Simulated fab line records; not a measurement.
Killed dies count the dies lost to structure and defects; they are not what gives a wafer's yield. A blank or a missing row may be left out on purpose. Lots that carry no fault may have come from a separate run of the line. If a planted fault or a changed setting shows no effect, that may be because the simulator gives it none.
The tool behind it: which one?	flow sky130	45 wafers from 15 lots sampled at 4 of the route's 708 steps

WHAT EACH GAUGE READ, for each wafer
The record lacks any reading of a measuring or inspecting step that a usual standard deviation could be used to judge.

EACH LOT AND THE TOOL THAT RAN IT (in order: tool; ch and the chambers of the sampled wafers; start)
lot	SKY_CONTACT_ETCH_17	SKY_METAL1_SPUTTER_03	SKY_METAL1_DEVELOP_14	SKY_VIA1_CMP_02
L269	rieDiel-04 ch 1,2,3, day 31 08:29	pvdSputter-01, day 31 10:14	lithoTrack-04 ch 0, day 32 12:00	cmp-01 ch 0,2,3, day 32 13:49
L271	rieDiel-03 ch 1,2, day 32 02:49	pvdSputter-02, day 32 04:15	lithoTrack-04 ch 0, day 33 06:00	cmp-02 ch 0,1,3, day 33 07:55
L273	rieDiel-03 ch 0,1,2, day 32 22:59	pvdSputter-01, day 33 00:24	lithoTrack-02 ch 0, day 34 02:00	cmp-02 ch 0,2,3, day 34 04:09
L274	rieDiel-01 ch 1,3, day 33 23:16	pvdSputter-04, day 34 00:55	lithoTrack-04 ch 0, day 35 03:00	cmp-02 ch 0,1,3, day 35 04:53
L276	rieDiel-04 ch 0,1,3, day 34 04:26	pvdSputter-01, day 34 05:51	lithoTrack-04 ch 0, day 35 08:00	cmp-01 ch 0,2,3, day 35 09:58
L277	rieDiel-03 ch 1,2, day 34 09:58	pvdSputter-01, day 34 11:22	lithoTrack-02 ch 0, day 35 13:00	cmp-02 ch 2,3, day 35 15:40
L278	rieDiel-01 ch 1,2,3, day 34 19:14	pvdSputter-04, day 34 20:38	lithoTrack-03 ch 0, day 35 22:00	cmp-02 ch 1,2,3, day 36 00:25
L280	rieDiel-03 ch 0,1,3, day 35 05:40	pvdSputter-01, day 35 07:05	lithoTrack-03 ch 0, day 36 10:00	cmp-01 ch 1,2,3, day 36 11:58
L282	rieDiel-01 ch 2,3, day 35 20:29	pvdSputter-01, day 35 22:14	lithoTrack-03, day 36 22:00	-
L283	rieDiel-04 ch 0,2,3, day 36 07:35	pvdSputter-04, day 36 09:02	lithoTrack-03, day 37 10:00	-
L284	rieDiel-01 ch 0,1,2, day 36 14:04	pvdSputter-01, day 36 16:20	lithoTrack-04, day 37 18:00	-
L286	rieDiel-01 ch 0,2, day 37 04:08	pvdSputter-02, day 37 05:34	lithoTrack-03 ch 0, day 38 07:00	cmp-01 ch 0,1,2, day 38 09:24
L288	rieDiel-01 ch 0,2, day 37 18:29	pvdSputter-01, day 37 19:53	lithoTrack-02 ch 0, day 38 21:00	cmp-01 ch 1,3, day 38 23:08
L291	rieDiel-01 ch 0,1,2, day 38 13:31	pvdSputter-01, day 38 14:56	lithoTrack-04 ch 0, day 39 15:00	cmp-02 ch 0,2,3, day 39 16:43
L292	rieDiel-04 ch 0,1,3, day 38 18:31	pvdSputter-01, day 38 19:55	lithoTrack-03 ch 0, day 39 20:00	cmp-01 ch 0,1,3, day 39 21:46
- SKY_CONTACT_ETCH_17: etches SiO2 in C4F8/O2/Ar, stops on Si3N4, target depth 340 nm.
- SKY_METAL1_SPUTTER_03: material Ti, target thk 5 nm, time 3.3 s.
- SKY_METAL1_DEVELOP_14: develop time 60 s.
- SKY_VIA1_CMP_02: polishes SiO2.

AS READ BY THE TOOLS THEMSELVES (means over the sampled wafers that have a number; for cases with no such wafer, the mark the record gives instead)
SKY_CONTACT_ETCH_17. Usual: oesProductAu at 0.891 a.u., with a standard deviation of 0.0045.
lot	tool	oesProductAu (a.u.)	flag
L269	rieDiel-04	0.894	
L271	rieDiel-03	0.890	
L273	rieDiel-03	0.888	
L274	rieDiel-01	0.888	
L276	rieDiel-04	0.890	
L277	rieDiel-03	0.886	
L278	rieDiel-01	0.891	
L280	rieDiel-03	0.889	
L282	rieDiel-01	0.892	
L283	rieDiel-04	0.891	
L284	rieDiel-01	0.889	
L286	rieDiel-01	0.893	
L288	rieDiel-01	0.889	
L291	rieDiel-01	0.886	
L292	rieDiel-04	0.890	

SKY_METAL1_SPUTTER_03. Usual: throttleValvePct at 29.8 %, with a standard deviation of 0.96.
lot	tool	throttleValvePct (%)	flag
L269	pvdSputter-01	30.0	
L271	pvdSputter-02	30.1	
L273	pvdSputter-01	30.1	
L274	pvdSputter-04	30.7	
L276	pvdSputter-01	29.7	
L277	pvdSputter-01	30.1	
L278	pvdSputter-04	31.0	
L280	pvdSputter-01	28.9	
L282	pvdSputter-01	29.0	
L283	pvdSputter-04	30.4	
L284	pvdSputter-01	28.7	
L286	pvdSputter-02	29.7	
L288	pvdSputter-01	29.5	
L291	pvdSputter-01	30.0	
L292	pvdSputter-01	30.3	

SKY_METAL1_DEVELOP_14. Usual: chillPlateTempC 23.00 C, standard deviation 0.11; developerTempC 21.00 C, standard deviation 0.11.
lot	tool	chillPlateTempC (C)	developerTempC (C)	flag
L269	lithoTrack-04	22.97	21.13	
L271	lithoTrack-04	23.00	20.83	
L273	lithoTrack-02	22.96	20.84	
L274	lithoTrack-04	23.07	21.02	
L276	lithoTrack-04	22.98	21.04	
L277	lithoTrack-02	23.09	21.07	
L278	lithoTrack-03	23.03	21.06	
L280	lithoTrack-03	23.00	20.97	
L282	lithoTrack-03	-	-	OFF
L283	lithoTrack-03	-	-	OFF
L284	lithoTrack-04	-	-	OFF
L286	lithoTrack-03	23.04	21.08	
L288	lithoTrack-02	22.95	20.87	
L291	lithoTrack-04	23.04	21.03	
L292	lithoTrack-03	23.11	20.95	

SKY_VIA1_CMP_02. Usual: edgeZonePressureFrac 1.000, standard deviation 0.0053; headPressurePsi 3.999 psi, standard deviation 0.0089; motorCurrentA 11.6 A, standard deviation 1.2.
lot	tool	edgeZonePressureFrac	headPressurePsi (psi)	motorCurrentA (A)	flag
L269	cmp-01	0.995	4.000	11.4	
L271	cmp-02	0.998	4.002	11.5	
L273	cmp-02	1.000	3.993	11.1	
L274	cmp-02	0.997	4.005	11.5	
L276	cmp-01	0.999	3.996	11.4	
L277	cmp-02	1.000	4.001	11.2	
L278	cmp-02	1.000	3.995	11.3	
L280	cmp-01	0.997	3.999	12.8	
L286	cmp-01	1.005	3.994	11.5	
L288	cmp-01	0.995	4.006	13.5	
L291	cmp-02	1.001	3.998	11.2	
L292	cmp-01	0.999	4.001	12.5	

THE ANSWER, worked out from the rows above alone
Rule: take the mean of a lot's wafers that have a number; if it is more than 3 standard deviations from the usual mean, the lot is off. Also off: a lot with no number at a reading for which 4 or more lots have one. All remaining lots with rows at the step are treated as sound. First the gauges in route order, then the tools' own readings, where a lot's mean is used as printed above. At the first step where some lot is off, the reading lying furthest off is the one used; lots without a number count as furthest.
Off: L282, L283, L284 (SKY_METAL1_DEVELOP_14, chillPlateTempC). Without a number there: L282, L283, L284.
If a tool, at that step or one of the process steps before it, ran each lot that is off and ran no sound lot following the first of them, it fits. No candidate that was tried fits.

WHAT THE SIMULATOR HAD PUT IN
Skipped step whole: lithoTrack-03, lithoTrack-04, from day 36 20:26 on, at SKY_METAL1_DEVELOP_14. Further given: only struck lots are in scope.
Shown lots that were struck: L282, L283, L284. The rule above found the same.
